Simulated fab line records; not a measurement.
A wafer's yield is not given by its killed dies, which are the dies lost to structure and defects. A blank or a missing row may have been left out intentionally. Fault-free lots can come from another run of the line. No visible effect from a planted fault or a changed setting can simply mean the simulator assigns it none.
fab line records    flow sky130
[record] lots = 9  wafers = 27  lastDay = 50
route steps=708 shown FIELD_ISO@18 POLY_GATE@230 SD_N@356
lots that met no fault: taken from a fault-free run of the same line
startH: hours from the record's opening day to when the first of the lot's shown wafers began    waitH: hours since the lot's step before    " same as the row above    L1.1+2: a row that stands for several wafers    - no value, or no start given    * or withheld: withheld    < > ~ a bound
route shown NAME@n: a module of which the file shows steps, and the number in the route of the first    usual: mean/standard deviation taken from wafers without a fault    same: alike in all rows    chamber/n: place in a boat    sites: per-site readings    _std_site: the standard deviation of these    _edge_site: the outer-site mean with the inner-site mean subtracted    radiusMm: how far each site lies from the wafer's centre    mask NAME#n: copy n    behind: tool/chamber where the wafer was last shaped    hold: cause of the lot's hold/its duration in hours/its outcome    device: which transistor (n, p or np) failed to switch    end of line: at the end of the route, the tests of the same wafers    step lacking rows: just its recipe    killed: count of dies lost to structure and defects at first sort (not the wafer's yield)    map: the dies of a wafer, with x for killed, . for not killed, _ for no die there
set.NAME: setting as actually run; set.NAME@STEP: the setting as run at that earlier step    model.NAME: the simulator's own value behind a step, which no gauge read
one table for each step of the route and one row for each wafer, over a sample of lots
services: the hour from which a tool's chamber was out of use, counted from the record's first day as startH (under 0 if before that day), plus the number of hours and why
[[steps]]
[step SKY_FIELD_ISO_ETCH_17]
[recipe] targetDepthA = 3420  maskMaterial = Si3N4  chemistry = HBr/Cl2/O2  target = Si  taperDeg = 5  icpW = 600  biasW = 150  pressureMtorr = 15  HBr_flow_sccm = 150  Cl2_flow_sccm = 40  O2_flow_sccm = 6  timeS = 97.7
[usual] drypumpMotorCurrentA = 5.6/0.5  oesProductAu = 1.001/0.0092  throttleValvePct = 25.656/0.01
lot.wafer  tool      chamber  startH  waitH  drypumpMotorCurrentA  oesProductAu  rfHoursCounterH  throttleValvePct
L289.1     rieSi-02  1        29.87   0.1    6.1                   0.989         31               25.656
L289.4     "         3        "       "      5.0                   1.010         129              25.661
L289.5     "         0        "       "      6.3                   0.985         -                25.670
L290.1     rieSi-02  3        34.57   0.1    5.0                   1.009         129              25.641
L290.3     "         2        "       "      4.9                   0.981         55               25.665
L290.5     "         3        "       "      5.0                   1.004         -                25.651
L291.2     rieSi-02  1        40.72   0.1    6.1                   1.007         31               25.641
L291.5     "         0        "       "      6.3                   0.995         -                25.655
L291.6     "         3        "       "      5.0                   1.015         -                25.635
L292.3     rieSi-01  1        44.94   0.0    5.8                   1.007         20               25.657
L292.4     "         0        "       "      5.4                   1.014         152              25.650
L292.5     "         3        "       "      5.7                   1.013         -                25.645
L302.2     rieSi-02  1        96.97   0.1    6.1                   1.002         31               25.654
L302.4     "         2        "       "      4.9                   0.801         56               25.788
L302.6     "         0        "       "      6.2                   0.990         -                25.669
L304.2     rieSi-01  3        106.27  0.1    5.7                   0.989         37               25.643
L304.3     "         0        "       "      5.4                   1.001         0                25.671
L304.4     "         1        "       "      5.8                   0.990         21               25.654
L305.1     rieSi-01  2        112.87  0.1    5.9                   1.006         4                25.658
L305.3     "         0        "       "      5.4                   1.008         0                25.655
L305.4     "         1        "       "      5.8                   0.996         21               25.659
L307.1     rieSi-01  3        123.62  0.1    5.7                   1.006         37               25.660
L307.3     "         1        "       "      5.8                   1.004         21               25.639
L307.6     "         2        "       "      5.9                   1.017         -                25.654
L308.2     rieSi-01  3        129.22  0.1    5.7                   1.014         37               25.653
L308.3     "         2        "       "      5.9                   1.009         4                25.646
L308.5     "         3        "       "      5.7                   1.013         -                25.632
[step SKY_POLY_GATE_ETCH_16]
[recipe] stopOn = poly-Si  chemistry = CH3F/O2  target = Si3N4  sourceW = 400  biasW = 77.29  pressureMtorr = 25  ch3fFlowSccm = 40  O2_flow_sccm = 30  timeS = 147.5  targetDepthA = 750
[usual] ch3fFlowSccm = 39.99/0.12  drypumpMotorCurrentA = 5.7/0.33  oesProductAu = 0.640/0.0052  throttleValvePct = 10.536/0.0099
lot.wafer  tool        chamber  startH  waitH  ch3fFlowSccm  drypumpMotorCurrentA  oesProductAu  rfHoursCounterH  throttleValvePct
L290.1     rieDiel-03  0        395.44  0.0    40.05         5.7                   0.652         5                10.519
L290.3     "           2        "       "      39.82         5.2                   0.635         62               10.537
L290.5     "           3        "       "      40.15         6.4                   0.643         -                10.525
L289.1     rieDiel-01  1        396.57  0.0    39.94         5.6                   0.636         0                10.532
L289.4     "           0        "       "      39.82         6.2                   0.632         46               10.543
L289.5     "           3        "       "      39.87         5.7                   0.638         -                10.516
L291.2     rieDiel-01  0        410.04  0.0    39.99         6.2                   0.632         46               10.539
L291.5     "           2        "       "      39.89         5.3                   0.642         -                10.542
L291.6     "           1        "       "      40.14         5.6                   0.632         -                10.536
L292.3     rieDiel-03  3        410.24  0.0    40.15         6.4                   0.633         78               10.534
L292.4     "           1        "       "      40.07         5.8                   0.629         100              10.535
L292.5     "           2        "       "      39.72         5.2                   0.629         -                10.527
L302.2     rieDiel-04  0        501.79  0.0    40.08         5.5                   0.635         33               10.524
L302.4     "           1        "       "      39.87         5.7                   0.642         69               10.537
L302.6     "           3        "       "      40.07         5.6                   0.651         -                10.539
L304.2     rieDiel-01  1        513.92  0.0    39.86         5.5                   0.637         3                10.527
L304.3     "           2        "       "      40.22         5.3                   0.639         33               10.536
L304.4     "           3        "       "      39.95         5.7                   0.644         15               10.538
L305.1     rieDiel-04  3        517.34  0.0    40.08         5.7                   0.635         11               10.526
L305.3     "           2        "       "      39.86         5.5                   0.641         3                10.540
L305.4     "           0        "       "      40.09         5.5                   0.645         34               10.557
L307.1     rieDiel-03  2        536.59  0.0    40.23         5.2                   0.637         64               10.520
L307.3     "           3        "       "      40.18         6.3                   0.641         80               10.529
L307.6     "           2        "       "      40.10         5.2                   0.636         -                10.537
L308.2     rieDiel-03  2        545.24  0.0    40.04         5.2                   0.641         65               10.548
L308.3     "           0        "       "      40.04         5.7                   0.640         8                10.558
L308.5     "           0        "       "      39.81         5.7                   0.640         -                10.547
[step SKY_SD_N_RTA_14]
[recipe] tempC = 1075  timeS = 2  idleTempC = 650  rampUpCPerS = 150  rampDownCPerS = 90  ambient = N2
[usual] lampPowerPct = 15.74/0.055  wafer_temp_C_max = 1078.2/1.3
lot.wafer  tool          chamber  startH  waitH  lampPowerPct  wafer_temp_C_max
L290.1     rtpAnneal-01  0        678.17  0.0    15.82         1079.1
L290.3     "             0        "       "      15.64         1078.1
L290.5     "             0        "       "      15.76         1076.7
L289.1     rtpAnneal-02  0        678.71  0.0    15.75         1078.0
L289.4     "             0        "       "      15.72         1076.2
L289.5     "             0        "       "      15.81         1078.4
L291.2     rtpAnneal-01  0        690.23  0.0    15.76         1076.6
L291.5     "             0        "       "      15.78         1078.0
L291.6     "             0        "       "      15.86         1077.7
L292.3     rtpAnneal-02  0        693.14  0.0    15.77         1079.8
L292.4     "             0        "       "      15.73         1077.2
L292.5     "             0        "       "      15.74         1077.4
L302.2     rtpAnneal-02  0        771.78  0.0    15.72         1078.9
L302.4     "             0        "       "      15.68         1078.5
L302.6     "             0        "       "      15.78         1077.0
L304.2     rtpAnneal-02  0        781.63  0.0    15.66         1077.6
L304.3     "             0        "       "      15.76         1077.5
L304.4     "             0        "       "      15.75         1079.6
L305.1     rtpAnneal-01  0        785.72  0.0    15.75         1079.0
L305.3     "             0        "       "      15.68         1077.2
L305.4     "             0        "       "      15.72         1079.9
L307.1     rtpAnneal-01  0        801.80  0.0    15.77         1079.0
L307.3     "             0        "       "      15.77         1076.7
L307.6     "             0        "       "      15.69         1080.7
L308.2     rtpAnneal-02  0        812.11  0.0    15.70         1079.6
L308.3     "             0        "       "      15.73         1077.4
L308.5     "             0        "       "      15.88         1078.3
[step SKY_SD_N_RS_MEAS_16]
[recipe] thkMeasGauge = four-point-probe
[usual] SD_N_RS = 68.49/0.13
lot.wafer  tool          chamber  startH  waitH  SD_N_RS[ohm/sq]
L290.1     filmMetro-02  -        678.34  0.1    68.44
L290.3     "             -        "       "      68.41
L290.5     "             -        "       "      68.40
L289.1     filmMetro-03  -        678.89  0.1    68.61
L289.4     "             -        "       "      68.55
L289.5     "             -        "       "      68.58
L291.2     filmMetro-04  -        690.41  0.1    68.40
L291.5     "             -        "       "      68.36
L291.6     "             -        "       "      68.35
L292.3     filmMetro-02  -        693.33  0.1    68.53
L292.4     "             -        "       "      68.54
L292.5     "             -        "       "      68.49
L302.2     filmMetro-04  -        771.96  0.1    68.55
L302.4     "             -        "       "      68.56
L302.6     "             -        "       "      68.46
L304.2     filmMetro-04  -        781.81  0.1    68.36
L304.3     "             -        "       "      68.33
L304.4     "             -        "       "      68.58
L305.1     filmMetro-04  -        785.89  0.1    68.39
L305.3     "             -        "       "      68.38
L305.4     "             -        "       "      68.39
L307.1     filmMetro-02  -        801.97  0.1    68.54
L307.3     "             -        "       "      68.46
L307.6     "             -        "       "      68.48
L308.2     filmMetro-04  -        812.30  0.1    68.45
L308.3     "             -        "       "      68.50
L308.5     "             -        "       "      68.49
[[services]]
tool          chamber  startH  hours  kind
rieSi-01      3        78.85   3.5    repair
rieSi-01      2        92.46   11.7   repair
rtpAnneal-01  -        123.40  7.5    repair
rieSi-01      0        125.10  7.4    repair
rieSi-01      2        134.26  5.1    repair
rieSi-01      3        189.32  8.6    repair
rieDiel-03    2        193.10  7.8    repair
rieSi-02      0        194.12  1.8    repair
rieSi-01      -        228.26  2.8    pm
rieSi-02      3        228.75  6.2    repair
rtpAnneal-02  -        267.28  2.6    pm
rieDiel-03    1        283.51  5.1    repair
rieDiel-03    2        289.81  6.2    repair
rieDiel-03    0        293.76  4.0    repair
rieDiel-03    -        337.61  11.1   repair
rieSi-02      2        366.04  7.6    repair
rieSi-02      -        393.28  2.8    pm
rtpAnneal-01  -        405.55  1.5    pm
rieDiel-03    3        424.36  3.6    repair
rieSi-02      -        448.65  0.9    repair
rtpAnneal-01  -        451.09  3.6    pm
rieSi-01      0        464.41  76.2   repair
rieDiel-03    -        509.82  14.6   pm
rieSi-02      0        566.83  3.9    repair
[[key]]
[firstSign] step = SKY_FIELD_ISO_ETCH_17  reading = oesProductAu  direction = down  sigmas = 22  usual = 1.001  struck = 0.801
[effect] step = SKY_FIELD_ISO_ETCH_17  reading = throttleValvePct  direction = up  sigmas = 13  usual = 25.656  struck = 25.788
metAt SKY_FIELD_ISO_ETCH_17
struckLots L302
struckWafers L302.4
testerLeftOut L302
notActingAt SKY_POLY_GATE_ETCH_16,SKY_SD_N_RTA_14,SKY_SD_N_RS_MEAS_16
onsetBetween 34.57 96.97
[fault] kind = processParameterDrift  tool = rieSi-02  chamber = 2  onsetH = 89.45  steps = SKY_FIELD_ISO_ETCH_17  channel = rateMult  offset = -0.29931  shape = step  endH = 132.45
// testerLeftOut: of these lots the tester's yield and bins aren't shown, on N5 and GAA mostly nor the transistor test; their killed dies are dies lost to structure and defects alone, not to doping, threshold or leakage, so they don't give the yield
